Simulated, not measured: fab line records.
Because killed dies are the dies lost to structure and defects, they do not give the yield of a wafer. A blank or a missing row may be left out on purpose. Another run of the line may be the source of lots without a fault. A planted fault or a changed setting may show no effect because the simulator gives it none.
fab line records -- flow sky130
record: lots: 7, wafers: 21, lastDay: 50
route steps=708 shown SONOS_TUNNEL@157 SONOS_ONO@168 PAD_OPEN@708
lots untouched by any fault: they come from a run of this same line in which no faults occurred
startH: hours from the record's opening day to when the first of the lot's shown wafers began -- waitH: hours elapsed since this lot's preceding step -- " the same as in the row above -- L1.1+2: several wafers, shown together as one row -- - either no value or no given start -- * or withheld: withheld -- < > ~ a bound
route shown NAME@n: a module of which the file shows steps, and the number in the route of the first -- usual: average and standard deviation across the fault-free wafers -- same: alike in all rows -- chamber/n: place in a boat -- sites: the reading at each site -- _std_site: their standard deviation -- _edge_site: inner sites' mean taken away from outer sites' mean -- radiusMm: how far each site lies from the wafer's centre -- mask NAME#n: copy n -- behind: the tool/chamber that last shaped the wafer -- hold: cause of the lot's hold/its duration in hours/its outcome -- device: the n, p or np transistor that did not switch -- end of line: the route-end tests of the same wafers -- a step with no rows: only its recipe -- killed: dies that structure and defects cost at the first sort, which is not the same as the wafer's yield -- map: a wafer's dies, x killed, . not, _ none there
set.NAME: the setting as run; set.NAME@STEP: as run at that earlier step -- model.NAME: the simulator's own value behind a step, which no gauge read
lots at selected steps of the route; one table per step, one row per wafer
== steps ==
step: SKY_SONOS_TUNNEL_SOFTBAKE_03
recipe: tempC: 90, timeS: 60, resist: NOVOLAK
step: SKY_SONOS_TUNNEL_EXPOSE_04
recipe: maskId: TUNM, na: 0.6, sourceShape: conventional, sigmaOuter: 0.6, polarization: unpolarized, targetCdNm: 410, doseMj: 136
step: SKY_SONOS_TUNNEL_PEB_05
recipe: tempC: withheld, timeS: *, resist: NOVOLAK
step: SKY_SONOS_TUNNEL_DEVELOP_06
recipe: resist: NOVOLAK, developer: TMAH, developTimeS: 60, devTempC: 23
step: SKY_SONOS_TUNNEL_CD_MEAS_07
recipe: targetCdNm: 410
usual: cdNm: 409.7/2.2
lot.wafer,tool,chamber,startH,waitH,cdNm
L528.2,cdSem-02,-,254.47,0.1,407.0
L528.4,cdSem-02,-,254.47,0.1,409.6
L528.5,cdSem-02,-,254.47,0.1,407.9
L533.1,cdSem-02,-,295.83,0.1,410.7
L533.3,cdSem-02,-,295.83,0.1,408.1
L533.4,cdSem-02,-,295.83,0.1,409.0
L537.2,cdSem-01,-,341.09,0.1,411.9
L537.3,cdSem-01,-,341.09,0.1,412.2
L537.5,cdSem-01,-,341.09,0.1,408.6
L545.1,cdSem-01,-,389.63,0.1,411.4
L545.5,cdSem-01,-,389.63,0.1,409.0
L545.6,cdSem-01,-,389.63,0.1,409.9
L548.3,cdSem-01,-,418.82,0.1,407.9
L548.5,cdSem-01,-,418.82,0.1,407.5
L548.6,cdSem-01,-,418.82,0.1,408.8
L549.3,cdSem-01,-,428.42,0.1,407.1
L549.4,cdSem-01,-,428.42,0.1,408.0
L549.6,cdSem-01,-,428.42,0.1,406.7
L551.2,cdSem-02,-,442.32,0.1,409.8
L551.3,cdSem-02,-,442.32,0.1,412.2
L551.6,cdSem-02,-,442.32,0.1,410.8
step: SKY_SONOS_TUNNEL_OVL_MEAS_08
usual: SONOS_TUNNEL_OVL: 0.0/1.3
lot.wafer,tool,chamber,startH,waitH,SONOS_TUNNEL_OVL[nm]
L528.2,overlay-01,-,254.58,0.1,-0.2
L528.4,overlay-01,-,254.58,0.1,0.4
L528.5,overlay-01,-,254.58,0.1,-1.2
L533.1,overlay-02,-,295.95,0.1,1.2
L533.3,overlay-02,-,295.95,0.1,-0.4
L533.4,overlay-02,-,295.95,0.1,0.4
L537.2,overlay-01,-,341.20,0.1,-0.6
L537.3,overlay-01,-,341.20,0.1,-1.7
L537.5,overlay-01,-,341.20,0.1,0.9
L545.1,overlay-02,-,389.75,0.1,1.5
L545.5,overlay-02,-,389.75,0.1,1.4
L545.6,overlay-02,-,389.75,0.1,3.2
L548.3,overlay-02,-,418.91,0.1,-0.2
L548.5,overlay-02,-,418.91,0.1,-0.5
L548.6,overlay-02,-,418.91,0.1,-0.2
L549.3,overlay-02,-,428.51,0.1,1.4
L549.4,overlay-02,-,428.51,0.1,-0.3
L549.6,overlay-02,-,428.51,0.1,-0.5
L551.2,overlay-02,-,442.43,0.1,-0.3
L551.3,overlay-02,-,442.43,0.1,1.7
L551.6,overlay-02,-,442.43,0.1,2.3
step: SKY_SONOS_TUNNEL_IMPLANT_09
recipe: species: B, energyKev: 20, doseCm2: 1e+12, tiltDeg: withheld
step: SKY_SONOS_TUNNEL_WET_ETCH_10
recipe: chemistry: dHF, targetDepthNm: 14, target: SiO2, dilution: 100:1, tempC: 25, timeS: 280
step: SKY_SONOS_TUNNEL_STRIP_11
recipe: chemistry: SPM, timeS: 600, tempC: 130
step: SKY_SONOS_TUNNEL_TW_MEAS_12
usual: SONOS_TUNNEL_TW: 197.9/0.88
lot.wafer,tool,chamber,startH,waitH,SONOS_TUNNEL_TW
L528.2,filmMetro-02,-,255.04,0.0,198.0
L528.4,filmMetro-02,-,255.04,0.0,199.5
L528.5,filmMetro-02,-,255.04,0.0,197.0
L533.1,filmMetro-02,-,296.40,0.0,197.8
L533.3,filmMetro-02,-,296.40,0.0,197.7
L533.4,filmMetro-02,-,296.40,0.0,197.7
L537.2,filmMetro-04,-,341.68,0.0,198.0
L537.3,filmMetro-04,-,341.68,0.0,199.4
L537.5,filmMetro-04,-,341.68,0.0,197.6
L545.1,filmMetro-02,-,390.20,0.0,198.9
L545.5,filmMetro-02,-,390.20,0.0,198.2
L545.6,filmMetro-02,-,390.20,0.0,198.0
L548.3,filmMetro-02,-,419.38,0.0,197.5
L548.5,filmMetro-02,-,419.38,0.0,196.9
L548.6,filmMetro-02,-,419.38,0.0,196.1
L549.3,filmMetro-04,-,428.97,0.0,198.7
L549.4,filmMetro-04,-,428.97,0.0,199.9
L549.6,filmMetro-04,-,428.97,0.0,197.9
L551.2,filmMetro-02,-,442.88,0.0,198.8
L551.3,filmMetro-02,-,442.88,0.0,198.3
L551.6,filmMetro-02,-,442.88,0.0,199.7
step: SKY_SONOS_TUNNEL_CLEAN_13
recipe: chemistry: dHF, timeS: 20, dilution: 100:1, dry: ipaMarangoni
step: SKY_SONOS_ONO_OXIDATION_00
recipe: tempC: 800, ambient: O2, idleTempC: 700, rampUpCPerMin: 10, rampDownCPerMin: 3, stabiliseS: 600, purgeS: 300, targetThkA: 26, oxTimeS: 1249
step: SKY_SONOS_ONO_THK_MEAS_01
recipe: reads: SiO2_of_SONOS_ONO_OXIDATION_00
usual: SONOS_ONO_OXIDATION_THK: 2.58/0.064
lot.wafer,tool,chamber,startH,waitH,SONOS_ONO_OXIDATION_THK[nm]
L528.2,filmMetro-02,-,257.85,0.0,2.58
L528.4,filmMetro-02,-,257.85,0.0,2.53
L528.5,filmMetro-02,-,257.85,0.0,2.61
L533.1,filmMetro-03,-,298.03,0.0,2.55
L533.3,filmMetro-03,-,298.03,0.0,2.54
L533.4,filmMetro-03,-,298.03,0.0,2.56
L537.2,filmMetro-03,-,344.84,0.0,2.48
L537.3,filmMetro-03,-,344.84,0.0,2.44
L537.5,filmMetro-03,-,344.84,0.0,2.47
L545.1,filmMetro-02,-,393.83,0.0,3.56
L545.5,filmMetro-02,-,393.83,0.0,3.53
L545.6,filmMetro-02,-,393.83,0.0,3.57
L548.3,filmMetro-02,-,421.03,0.0,3.56
L548.5,filmMetro-02,-,421.03,0.0,3.60
L548.6,filmMetro-02,-,421.03,0.0,3.59
L549.3,filmMetro-02,-,431.29,0.0,3.43
L549.4,filmMetro-02,-,431.29,0.0,3.48
L549.6,filmMetro-02,-,431.29,0.0,3.40
L551.2,filmMetro-01,-,444.31,0.0,2.54
L551.3,filmMetro-01,-,444.31,0.0,2.51
L551.6,filmMetro-01,-,444.31,0.0,2.53
step: SKY_SONOS_ONO_CVD_02
recipe: material: Si3N4, precursor: DCS/NH3, targetThkNm: 10.5, tempC: 770, timeS: 180, pressureMtorr: 250
step: SKY_PAD_OPEN_PROBE_99
usual: killed_at_M0_to_M3: 43/7.3, killed_at_M4_up: 3.2/1.9, killedAtContacts: 25/5.4, killedAtFrontEnd: 16/4.4, killedAtOther: 0.4/0.66, killedDies: 87/11, killedOpen: 48/7.9, killedShort: 39/6.5
same: grossDies: 492, killedAtBackSide: 0
lot.wafer,tool,chamber,startH,waitH,killed_at_M0_to_M3,killed_at_M4_up,killedAtContacts,killedAtFrontEnd,killedAtOther,killedDies,killedOpen,killedShort
L528.2,prober-02,-,1090.87,0.1,36,4,22,14,0,76,41,35
L528.4,prober-02,-,1090.97,0.2,34,5,20,17,0,76,46,28
L528.5,prober-02,-,1091.02,0.2,43,5,20,12,1,81,36,44
L533.1,prober-02,-,1118.87,0.1,35,4,37,11,1,88,40,48
L533.3,prober-02,-,1118.97,0.2,36,1,28,16,0,81,45,36
L533.4,prober-02,-,1119.02,0.2,46,1,30,20,0,97,52,45
L537.2,prober-01,-,1156.27,0.1,47,3,23,13,0,86,53,33
L537.3,prober-01,-,1156.32,0.2,54,3,23,13,1,94,49,45
L537.5,prober-01,-,1156.42,0.2,40,2,22,12,0,76,41,35
killed by level:class
L528.2 VIA3:geometricParticle:open=7 VIA1:geometricParticle:open=6 CONTACT:geometricParticle:open=6 CONTACT:geometricParticle:short=6 VIA2:geometricParticle:short=6 FIELD_ISO:geometricParticle:open=5 METAL2:geometricParticle:short=5 LOCAL_INTERCONNECT:geometricParticle:short=4
L528.4 LI_CONTACT:geometricParticle:open=10 VIA1:geometricParticle:open=8 VIA3:geometricParticle:open=6 VIA2:geometricParticle:open=6 CONTACT:geometricParticle:open=5 FIELD_ISO:geometricParticle:short=4 POLY_GATE:geometricParticle:short=4 VIA1:geometricParticle:short=4
L528.5 METAL2:geometricParticle:short=10 LI_CONTACT:geometricParticle:open=7 VIA1:geometricParticle:open=7 CONTACT:geometricParticle:short=6 METAL1:geometricParticle:short=6 VIA2:geometricParticle:open=5 VIA1:geometricParticle:short=5 FIELD_ISO:geometricParticle:short=4
L533.1 CONTACT:geometricParticle:open=11 LI_CONTACT:geometricParticle:open=8 LOCAL_INTERCONNECT:geometricParticle:short=8 CONTACT:geometricParticle:short=8 METAL2:geometricParticle:short=6 POLY_GATE:geometricParticle:short=5 VIA1:geometricParticle:open=5 VIA2:geometricParticle:open=5
L533.3 CONTACT:geometricParticle:open=10 VIA1:geometricParticle:open=9 FIELD_ISO:geometricParticle:open=7 LI_CONTACT:geometricParticle:open=7 LOCAL_INTERCONNECT:geometricParticle:short=7 METAL1:geometricParticle:short=6 VIA1:geometricParticle:short=5 FIELD_ISO:geometricParticle:short=4
L533.4 VIA1:geometricParticle:open=10 CONTACT:geometricParticle:open=9 METAL1:geometricParticle:short=7 FIELD_ISO:geometricParticle:open=6 LOCAL_INTERCONNECT:geometricParticle:short=6 VIA3:geometricParticle:open=6 VIA1:geometricParticle:short=6 VIA2:geometricParticle:open=6
L537.2 VIA1:geometricParticle:open=12 CONTACT:geometricParticle:open=9 VIA2:geometricParticle:open=8 VIA3:geometricParticle:open=7 LI_CONTACT:geometricParticle:open=5 CONTACT:geometricParticle:short=5 FIELD_ISO:geometricParticle:open=4 FIELD_ISO:geometricParticle:short=4
L537.3 CONTACT:geometricParticle:open=11 VIA1:geometricParticle:open=10 METAL1:geometricParticle:short=7 VIA1:geometricParticle:short=7 VIA3:geometricParticle:open=7 VIA2:geometricParticle:open=6 METAL3:geometricParticle:short=5 FIELD_ISO:geometricParticle:open=4
L537.5 VIA3:geometricParticle:open=8 CONTACT:geometricParticle:open=8 METAL2:geometricParticle:short=8 VIA1:geometricParticle:open=7 LI_CONTACT:geometricParticle:open=7 VIA2:geometricParticle:open=7 FIELD_ISO:geometricParticle:short=4 LI_CONTACT:geometricParticle:short=4
== key ==
firstSign: step: SKY_SONOS_ONO_THK_MEAS_01, reading: SONOS_ONO_OXIDATION_THK, direction: up, sigmas: 15, usual: 2.58, struck: 3.52
effect none on later readings
metAt SKY_SONOS_ONO_THK_MEAS_01
struckWafers L545.1,L545.5,L545.6,L548.3,L548.5,L548.6,L549.3,L549.4,L549.6
testerLeftOut L545,L548,L549
onsetBetween 257.85 393.83
alsoFits SKY_SONOS_TUNNEL_CD_MEAS_07:cdSem-01
fault: kind: metrologyMatchingOffset, tool: filmMetro-02, chamber: -, onsetH: 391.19, steps: SKY_SONOS_ONO_THK_MEAS_01, param: thkNm, offset: 0.95932
testerLeftOut: of these lots the tester's yield and bins aren't shown, on N5 and GAA mostly nor the transistor test; their killed dies are dies lost to structure and defects alone, not to doping, threshold or leakage, so they don't give the yield
